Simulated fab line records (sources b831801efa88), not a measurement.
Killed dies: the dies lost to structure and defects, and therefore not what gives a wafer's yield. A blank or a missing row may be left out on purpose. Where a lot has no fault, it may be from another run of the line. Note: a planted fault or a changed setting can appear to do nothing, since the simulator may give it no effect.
Which tool did it?	flow gf180mcu	6 lots with 18 wafers sampled at 2 steps, on a route of 602 steps

## WHAT EACH GAUGE READ, for each wafer
GF_HV_LDD_TW_MEAS_38.
lot	measured	on	HV_LDD_3_TW
L579	day 12 04:34	filmMetro-03	1437 1450 1451
L583	day 13 15:06	filmMetro-02	1442 1433 1451
L586	day 14 12:30	filmMetro-04	1458 1463 1456
L588	day 15 01:20	filmMetro-02	1430 1438 1430
L592	day 16 11:19	filmMetro-02	1428 1439 1440
L595	day 17 14:04	filmMetro-04	1816 1826 1823

## TOOL THAT RAN EACH LOT (tool first, then ch and the chambers of the sampled wafers, then the start)
lot	GF_HV_LDD_IMPLANT_36
L579	implanter-01 ch 0, day 12 04:19
L583	implanter-01 ch 0, day 13 14:51
L586	implanter-04 ch 0, day 14 12:15
L588	implanter-01 ch 0, day 15 01:06
L592	implanter-04 ch 0, day 16 11:06
L595	implanter-04 ch 0, day 17 13:50
- GF_HV_LDD_IMPLANT_36

## THE ANSWER, worked out from the rows above alone
Rule: what is usual is taken from the lots themselves. The widest of any qualifying gaps counts: lots, ordered by their means at a reading, are off when they make up no more than a third of the lots, leave a main group of 4 or more, and stand apart from it by 3 or more times the standard deviation of that group's means. Not used: any main group whose means are identical at the precision the tables above print for the reading. Also off: a lot with no number at a reading for which 4 or more lots have one. Any other lot the step has rows for is counted as sound.
Off: L595, seen at GF_HV_LDD_TW_MEAS_38 (HV_LDD_3_TW). Main group: mean 1443, sd 9.2.
If a tool, at a process step before that reading, ran all the lots that are off and no sound lot after the first of them, it fits. The gauges at GF_HV_LDD_TW_MEAS_38 are tried like those tools. Undecided on this evidence; 2 tools fit (implanter-04 at GF_HV_LDD_IMPLANT_36, filmMetro-04 at GF_HV_LDD_TW_MEAS_38).

## WHAT THE SIMULATOR HAD PUT IN
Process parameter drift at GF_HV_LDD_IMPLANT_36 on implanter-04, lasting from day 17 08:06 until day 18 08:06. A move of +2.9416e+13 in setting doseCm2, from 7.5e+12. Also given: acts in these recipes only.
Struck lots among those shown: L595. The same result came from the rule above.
